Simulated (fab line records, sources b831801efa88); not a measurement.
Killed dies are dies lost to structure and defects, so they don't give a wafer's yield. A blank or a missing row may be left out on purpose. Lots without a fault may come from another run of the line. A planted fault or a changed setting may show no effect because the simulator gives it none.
Which tool did it? | flow gf180mcu | 14 lots, 42 wafers sampled, at 5 steps of a route of 602

WHAT THE GAUGES READ, wafer by wafer
GF_POLY_GATE_THK_MEAS_17. Usual: POLY_GATE_OXIDATION_THK 3.97 nm, standard deviation 0.075.
lot  | measured     | on            | POLY_GATE_OXIDATION_THK (nm) | flag
L978 | day 9 04:26  | film_metro-04 | 4.01 3.94 3.92               |
L979 | day 9 14:38  | film_metro-03 | 3.93 3.90 4.01               |
L981 | day 10 04:22 | film_metro-04 | 4.07 4.08 4.11               |
L982 | day 10 09:51 | film_metro-02 | 3.99 4.01 3.97               |
L984 | day 11 00:24 | film_metro-03 | 4.07 4.06 4.04               |
L985 | day 11 10:03 | film_metro-04 | 3.96 3.96 4.00               |
L988 | day 12 08:46 | film_metro-04 | 3.96 3.97 3.91               |
L991 | day 13 03:46 | film_metro-03 | 3.93 3.95 3.94               |
L993 | day 13 20:25 | film_metro-03 | 4.00 3.99 4.05               |
L996 | day 14 15:46 | film_metro-02 | 3.95 3.94 3.96               |
L998 | day 15 04:10 | film_metro-03 | 4.07 4.01 4.12               |
L999 | day 15 10:04 | film_metro-02 | 4.00 3.97 3.97               |
L100 | day 15 21:47 | film_metro-03 | 4.15 4.05 4.09               |
L101 | day 16 05:20 | film_metro-04 | 3.97 3.98 3.90               |

GF_HV_LDD_TW_MEAS_11. Usual: HV_LDD_TW 2419, standard deviation 13.
lot  | measured     | on            | HV_LDD_TW      | flag
L978 | day 9 22:15  | film_metro-01 | 2394 2412 2399 |
L979 | day 10 08:50 | film_metro-04 | 2422 2431 2417 |
L981 | day 10 23:08 | film_metro-04 | 2412 2419 2411 |
L982 | day 11 04:48 | film_metro-01 | 2406 2416 2406 |
L984 | day 11 19:29 | film_metro-01 | 2416 2413 2407 |
L985 | day 12 05:05 | film_metro-02 | 2421 2423 2433 |
L988 | day 13 04:29 | film_metro-04 | 2415 2418 2424 |
L991 | day 14 00:04 | film_metro-02 | 2444 2438 2454 |
L993 | day 14 16:58 | film_metro-02 | 2385 2369 2373 | OFF
L996 | day 15 13:38 | film_metro-04 | 2363 2357 2363 | OFF
L998 | day 16 02:44 | film_metro-02 | 2414 2424 2416 |
L999 | day 16 08:32 | film_metro-04 | 2403 2407 2410 |
L100 | day 16 20:09 | film_metro-02 | 2415 2424 2413 |
L101 | day 17 04:32 | film_metro-04 | 2442 2436 2437 |

GF_PSD_OVL_MEAS_08. Usual: PSD_OVL -0.1 nm, standard deviation 1.8.
lot  | measured     | on         | PSD_OVL (nm)   | flag
L978 | day 14 03:43 | overlay-02 | 3.8 0.7 4.0    |
L979 | day 14 14:02 | overlay-01 | 3.3 1.1 2.7    |
L981 | day 15 06:14 | overlay-02 | -0.9 3.8 1.7   |
L982 | day 15 13:00 | overlay-02 | 0.6 2.0 0.2    |
L984 | day 16 07:24 | overlay-02 | -0.1 -1.2 -0.7 |
L985 | day 16 17:44 | overlay-01 | -3.7 -1.0 0.1  |
L988 | day 17 20:03 | overlay-02 | -1.9 -0.7 -1.3 |
L991 | day 18 20:08 | overlay-01 | -2.4 -1.2 -2.6 |
L993 | day 19 15:27 | overlay-02 | 1.0 3.3 2.0    |
L996 | day 20 14:23 | overlay-02 | -1.4 -1.2 -2.9 |
L998 | day 21 04:59 | overlay-02 | -2.7 -2.5 -4.3 |
L999 | day 21 11:23 | overlay-02 | -3.6 -1.8 -2.3 |
L100 | day 22 00:44 | overlay-01 | 1.0 0.6 0.9    |
L101 | day 22 09:32 | overlay-01 | -1.0 -2.3 -0.9 |

WHICH TOOL RAN EACH LOT (tool, then ch and the chambers of the sampled wafers, then the start)
lot  | GF_HV_LDD_IMPLANT_09            | GF_HV_LDD_STRIP_10
L978 | implanter-01 ch 0, day 9 22:02  | plasma_asher-01 ch 0,1, day 9 22:10
L979 | implanter-01 ch 0, day 10 08:35 | plasma_asher-01 ch 0,1, day 10 08:44
L981 | implanter-01 ch 0, day 10 22:53 | plasma_asher-04 ch 0,1, day 10 23:02
L982 | implanter-01 ch 0, day 11 04:35 | plasma_asher-03 ch 0,1, day 11 04:43
L984 | implanter-01 ch 0, day 11 19:15 | plasma_asher-03 ch 0,1, day 11 19:22
L985 | implanter-01 ch 0, day 12 04:50 | plasma_asher-01 ch 0,1, day 12 04:59
L988 | implanter-01 ch 0, day 13 04:16 | plasma_asher-03 ch 0,1, day 13 04:25
L991 | implanter-04 ch 0, day 13 23:49 | plasma_asher-03 ch 0, day 13 23:58
L993 | implanter-04 ch 0, day 14 16:46 | plasma_asher-01 ch 0,1, day 14 16:52
L996 | implanter-04 ch 0, day 15 13:25 | plasma_asher-01 ch 0,1, day 15 13:32
L998 | implanter-01 ch 0, day 16 02:30 | plasma_asher-03 ch 0,1, day 16 02:37
L999 | implanter-01 ch 0, day 16 08:17 | plasma_asher-03 ch 1, day 16 08:26
L100 | implanter-03 ch 0, day 16 19:56 | plasma_asher-03 ch 0,1, day 16 20:04
L101 | implanter-01 ch 0, day 17 04:18 | plasma_asher-03 ch 0,1, day 17 04:26
- GF_HV_LDD_IMPLANT_09
- GF_HV_LDD_STRIP_10: strips in O2/N2.

WHAT THE TOOLS THEMSELVES READ (means of the sampled wafers that have a number; where no wafer has one, the mark that the record gives instead)
GF_HV_LDD_IMPLANT_09. Usual: beam_energy_keV 40.000, standard deviation 0.014.
lot  | tool         | beam_energy_keV | flag
L978 | implanter-01 | 40.014          |
L979 | implanter-01 | 40.002          |
L981 | implanter-01 | 39.986          |
L982 | implanter-01 | 39.998          |
L984 | implanter-01 | 39.988          |
L985 | implanter-01 | 40.001          |
L988 | implanter-01 | 40.014          |
L991 | implanter-04 | 40.003          |
L993 | implanter-04 | 36.515          | OFF
L996 | implanter-04 | 36.527          | OFF
L998 | implanter-01 | 40.001          |
L999 | implanter-01 | 39.992          |
L100 | implanter-03 | 40.006          |
L101 | implanter-01 | 39.989          |

GF_HV_LDD_STRIP_10. Usual: drypump_motor_current_A 5.9 A, standard deviation 0.44; heater_power_w 319 W, standard deviation 23; n2_flow_sccm 300.0 sccm, standard deviation 0.92; oes_product_au 0.716 a.u., standard deviation 0.0044; strip_time_to_endpoint_s 12.65 s, standard deviation 0.032.
lot  | tool            | drypump_motor_current_A (A) | heater_power_w (W) | n2_flow_sccm (sccm) | oes_product_au (a.u.) | strip_time_to_endpoint_s (s) | flag
L978 | plasma_asher-01 | 6.1                         | 327                | 299.9               | 0.713                 | 12.62                        |
L979 | plasma_asher-01 | 6.1                         | 323                | 299.8               | 0.718                 | 12.69                        |
L981 | plasma_asher-04 | 5.4                         | 311                | 299.8               | 0.719                 | 12.66                        |
L982 | plasma_asher-03 | 6.2                         | 336                | 301.1               | 0.713                 | 12.68                        |
L984 | plasma_asher-03 | 6.2                         | 311                | 300.1               | 0.717                 | 12.70                        |
L985 | plasma_asher-01 | 6.3                         | 312                | 300.7               | 0.715                 | 12.63                        |
L988 | plasma_asher-03 | 6.2                         | 329                | 299.5               | 0.719                 | 12.62                        |
L991 | plasma_asher-03 | 6.3                         | 299                | 299.4               | 0.717                 | 12.64                        |
L993 | plasma_asher-01 | 6.1                         | 330                | 299.4               | 0.717                 | 12.67                        |
L996 | plasma_asher-01 | 6.3                         | 309                | 299.3               | 0.716                 | 12.63                        |
L998 | plasma_asher-03 | 6.1                         | 328                | 299.8               | 0.714                 | 12.63                        |
L999 | plasma_asher-03 | 6.0                         | 347                | 300.8               | 0.718                 | 12.64                        |
L100 | plasma_asher-03 | 6.2                         | 327                | 299.4               | 0.714                 | 12.61                        |
L101 | plasma_asher-03 | 6.2                         | 311                | 300.0               | 0.716                 | 12.63                        |

THE ANSWER, worked out from the rows above alone
Rule: a lot is off if the mean of its wafers that have a number lies more than 3 standard deviations from the usual mean. A lot without any number at a reading at which 4 lots or more have one is off too. The other lots that the step has rows for count as sound. The gauges are gone through in route order, then the tools' own readings, and for those a lot's mean is taken as printed above. The first step at which some lot is off is used, and at that step the reading that is off furthest; a lot without a number counts as furthest.
Off: L993, L996, at GF_HV_LDD_TW_MEAS_11 (HV_LDD_TW).
A tool fits if, at a process step before that reading, it ran every lot that is off, and no sound lot after the first of them. The gauges at GF_HV_LDD_TW_MEAS_11 aren't tried: what is off there is off at GF_HV_LDD_IMPLANT_09 too, on other tools, and a gauge's error can't cause that. Can't be told from this: 2 tools fit, implanter-04 at GF_HV_LDD_IMPLANT_09, plasma_asher-01 at GF_HV_LDD_STRIP_10.

WHAT THE SIMULATOR HAD PUT IN
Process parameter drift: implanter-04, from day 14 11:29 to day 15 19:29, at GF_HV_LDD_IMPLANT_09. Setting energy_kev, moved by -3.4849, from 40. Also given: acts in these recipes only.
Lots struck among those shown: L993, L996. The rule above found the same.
